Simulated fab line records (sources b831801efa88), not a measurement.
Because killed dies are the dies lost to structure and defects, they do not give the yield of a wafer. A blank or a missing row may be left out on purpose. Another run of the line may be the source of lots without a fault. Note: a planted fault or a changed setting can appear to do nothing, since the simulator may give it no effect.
Which tool was responsible?	flow sky130	12 lots, 36 wafers sampled, at 4 steps of a route of 708

WHAT EACH GAUGE READ, for each wafer
SKY_METAL4_CD_MEAS_13 targets a cd of 300 nm.
lot	measured	on	cd-nm (nm)
L926	day 42 07:49	cd-sem-02	297.6 299.4 298.3
L927	day 42 08:29	cd-sem-02	300.2 300.0 299.8
L928	day 42 18:50	cd-sem-01	300.7 300.7 299.9
L929	day 42 21:56	cd-sem-01	297.0 297.4 297.6
L936	day 45 00:42	cd-sem-02	298.5 299.6 299.5
L937	day 45 08:50	cd-sem-01	300.0 299.9 298.9
L942	day 46 12:54	cd-sem-02	298.4 298.3 297.7
L945	day 47 06:55	cd-sem-02	299.3 298.4 298.2
L946	day 47 10:58	cd-sem-01	298.4 297.3 297.6
L947	day 47 14:25	cd-sem-01	299.9 299.7 299.5
L948	day 48 03:52	cd-sem-02	298.9 298.7 298.2
L949	day 48 04:35	cd-sem-02	302.3 300.8 302.6

SKY_METAL5_RS_MEAS_05: measurement is done with a four-point probe.
lot	measured	on	METAL5_ALCU_RS (ohm/sq)
L926	day 43 10:40	film-metro-03	0.0279 0.0271 0.0277
L927	day 43 10:59	film-metro-03	0.0272 0.0272 0.0273
L928	day 43 21:11	film-metro-03	0.0272 0.0273 0.0271
L929	day 44 00:03	film-metro-01	0.0270 0.0270 0.0272
L936	day 45 22:46	film-metro-04	0.0273 0.0275 0.0275
L937	day 46 09:30	film-metro-04	0.0277 0.0276 0.0275
L942	day 47 12:43	film-metro-03	0.0271 0.0271 0.0266
L945	day 48 08:21	film-metro-03	0.0273 0.0273 0.0275
L946	day 48 10:43	film-metro-04	0.0277 0.0275 0.0277
L947	day 48 13:24	film-metro-01	0.0275 0.0271 0.0271
L948	day 49 02:43	film-metro-01	0.0272 0.0268 0.0268
L949	day 49 03:19	film-metro-03	0.0274 0.0276 0.0276

WHAT TOOL EACH LOT RAN ON (gives the tool, then ch and the chambers of the sampled wafers, and finally the start)
lot	SKY_METAL3_ETCH_16	SKY_VIA4_CMP_02
L926	rie-metal-02 ch 0,1, day 39 01:19	cmp-02 ch 2,3, day 42 09:12
L927	rie-metal-01 ch 0,1, day 39 02:52	cmp-02 ch 0,3, day 42 09:50
L928	rie-metal-04 ch 0,1, day 39 14:27	cmp-01 ch 0,1,3, day 42 20:16
L929	rie-metal-01 ch 0,1, day 39 17:26	cmp-02 ch 0,3, day 43 00:16
L936	rie-metal-02 ch 0,1, day 42 02:27	cmp-02 ch 0,2,3, day 45 02:01
L937	rie-metal-02 ch 0,1, day 42 08:02	cmp-01 ch 0,1, day 45 10:49
L942	rie-metal-01 ch 0,1, day 43 18:18	cmp-02 ch 0,1,3, day 46 14:26
L945	rie-metal-04 ch 0,1, day 44 10:20	cmp-02 ch 1,2, day 47 08:14
L946	rie-metal-04 ch 0,1, day 44 14:54	cmp-02 ch 0,1,3, day 47 12:23
L947	rie-metal-04 ch 0,1, day 44 22:21	cmp-02 ch 1,3, day 47 15:57
L948	rie-metal-01 ch 0,1, day 45 09:19	cmp-02 ch 0,1, day 48 06:02
L949	rie-metal-01 ch 0,1, day 45 10:01	cmp-01 ch 0,1,3, day 48 07:56
- SKY_METAL3_ETCH_16: etches BARC in N2/H2, stops on SiO2, time 88.2 s, target depth 60 nm.
- SKY_VIA4_CMP_02: polishes SiO2.

AS READ BY THE TOOLS THEMSELVES (means over the sampled wafers that have a number; for cases with no such wafer, the mark the record gives instead)
SKY_METAL3_ETCH_16.
lot	tool	drypump-motor-current-A (A)	he-backside-leak-sccm (sccm)	oes-product-au (a.u.)	throttle-valve-pct (%)
L926	rie-metal-02	5.7	3.03	0.628	13.208
L927	rie-metal-01	5.8	3.33	0.629	13.198
L928	rie-metal-04	5.8	3.13	0.626	13.207
L929	rie-metal-01	5.8	3.36	0.628	13.203
L936	rie-metal-02	5.9	3.17	0.631	13.209
L937	rie-metal-02	5.9	3.29	0.628	13.208
L942	rie-metal-01	6.2	3.25	0.626	13.206
L945	rie-metal-04	5.8	3.07	0.626	13.201
L946	rie-metal-04	5.9	3.49	0.624	13.212
L947	rie-metal-04	5.8	3.22	0.626	13.198
L948	rie-metal-01	5.7	3.26	0.628	13.207
L949	rie-metal-01	6.1	3.54	0.622	13.198

SKY_VIA4_CMP_02.
lot	tool	motor-current-A (A)
L926	cmp-02	10.8
L927	cmp-02	10.5
L928	cmp-01	13.2
L929	cmp-02	11.5
L936	cmp-02	11.1
L937	cmp-01	13.0
L942	cmp-02	11.0
L945	cmp-02	10.4
L946	cmp-02	10.8
L947	cmp-02	11.9
L948	cmp-02	10.2
L949	cmp-01	13.0

THE ANSWER, worked out from the rows above alone
Rule: usual is defined by the lots themselves. Put in order of their means at a reading, lots are off if they are a third of the lots or fewer, leave a main group of 4 or more, and stand apart from it by a gap of 3 or more times the standard deviation of the main group's means; of several such gaps the widest counts. A main group whose means are all the same, to the digits that the tables above print for the reading, isn't used. Also off: a lot with no number at a reading for which 4 or more lots have one. All remaining lots with rows at the step are treated as sound. After the gauges, taken in route order, come the tools' own readings; for these a lot's mean is taken, as printed above. The first step at which some lot is off is used, and at that step the reading that is off furthest; a lot without a number counts as furthest.
No lot is off on any of the readings shown, so nothing can be concluded from this.

WHAT THE SIMULATOR HAD INSERTED
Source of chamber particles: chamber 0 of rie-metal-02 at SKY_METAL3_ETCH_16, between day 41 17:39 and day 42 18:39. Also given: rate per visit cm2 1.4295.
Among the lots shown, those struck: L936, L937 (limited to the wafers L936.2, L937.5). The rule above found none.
